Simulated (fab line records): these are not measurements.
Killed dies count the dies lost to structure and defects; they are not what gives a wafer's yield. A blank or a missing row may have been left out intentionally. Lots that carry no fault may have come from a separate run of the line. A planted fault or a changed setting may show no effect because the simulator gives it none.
Code-filled problem report in 8D (eight disciplines) form | flow gf180mcu | the parts of the form that need people (team, actions taken, sign-off) are left out

1. PROBLEM STATEMENT
Mean of cdNm at GF_V5_CD_MEAS_14: 289.2 nm across 8 wafers in 3 lots; on wafers with no fault it is 259.9 nm (standard deviation 1.1). That puts it +27 standard deviations away from the usual mean.
The step: target cd 260 nm.
First seen on wafer L879.3, day 29 11:43, on cdSem-01. At this step, 44 wafers from 15 lots have a number in the record. Rule for "out", or "out of limits": more than 4 standard deviations from the usual mean. All remaining wafers that have a number are taken as sound.

2. WHAT IT IS, AND WHAT IT ISN'T
question                    | is                     | is not
which readings at this step | cdNm                   | -
which lots                  | L879, L880, L884       | L872, L873, L874, L876, L877, L878, L885, L886, L887, L889, L893, L895
which wafers of those lots  | all that have a number | -
read on which gauges        | cdSem-01, cdSem-02     | -
when                        | from day 29 11:43      | up to then (18 sound wafers); but 18 sound wafers of L885, L886, L887, L889, L893, L895 came after

3. SUSPECTS, AND WHAT RULES EACH OUT
Counting: a tool at a process step up to the reading stays a suspect if it ran every lot that is out and no sound lot after the first of them.
- ruled out: the gauge at GF_V5_CD_MEAS_14. The wafers that are out were read on 2 gauges (cdSem-01, cdSem-02).
- krfScanner-02 at GF_V5_EXPOSE_11 (exposes mask Via5, target cd 260 nm): kept. All lots that are out passed through it, beginning with L879 at day 29 02:31, and no sound lot followed; its final sound lot before that point was L878 at day 28 23:50. Its own exposureDoseMJCm2 readings are out on those wafers.
Left after counting: krfScanner-02 at GF_V5_EXPOSE_11.

4. THE CAUSE (what the simulator had put in)
Process parameters drifting: krfScanner-02 at GF_V5_EXPOSE_11, beginning at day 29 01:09. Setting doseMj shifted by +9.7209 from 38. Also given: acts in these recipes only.
After counting, this tool was the only one left.

5. SEQUENCE OF EFFECTS, ordered by route
Each row: a reading whose mean over the struck wafers that have a number lies more than 3 standard deviations from the usual. Readings are gone through only where the record gives a usual standard deviation; hours: the median, over the lots, of the time from a lot's start at the first step in this table giving one to that lot's start at this step; sigmas: the change measured in usual standard deviations.
hours | step             | reading           | usual    | on struck wafers | change | sigmas
0     | GF_V5_EXPOSE_11  | exposureDoseMJCm2 | 37.98    | 46.30            | +8.32  | +99 or more
9     | GF_V5_CD_MEAS_14 | cdNm              | 259.9 nm | 289.2            | +29.4  | +27
Its process steps:
- GF_V5_EXPOSE_11: exposes mask Via5, target cd 260 nm.

6. WHAT WOULD HAVE CAUGHT IT SOONER
The first out-of-limits reading at a measuring or inspecting step in this record came at day 29 11:43, 11 hours after the fault's start at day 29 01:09.
The tool's own readings at GF_V5_EXPOSE_11 were out on every struck wafer that the step has a row for (exposureDoseMJCm2): an alarm limit on them would have fired on the first of those.
L884, from the lots that are out (3), started GF_V5_EXPOSE_11 on krfScanner-02 later than day 29 11:43. Holding the tool at that time would have saved it.
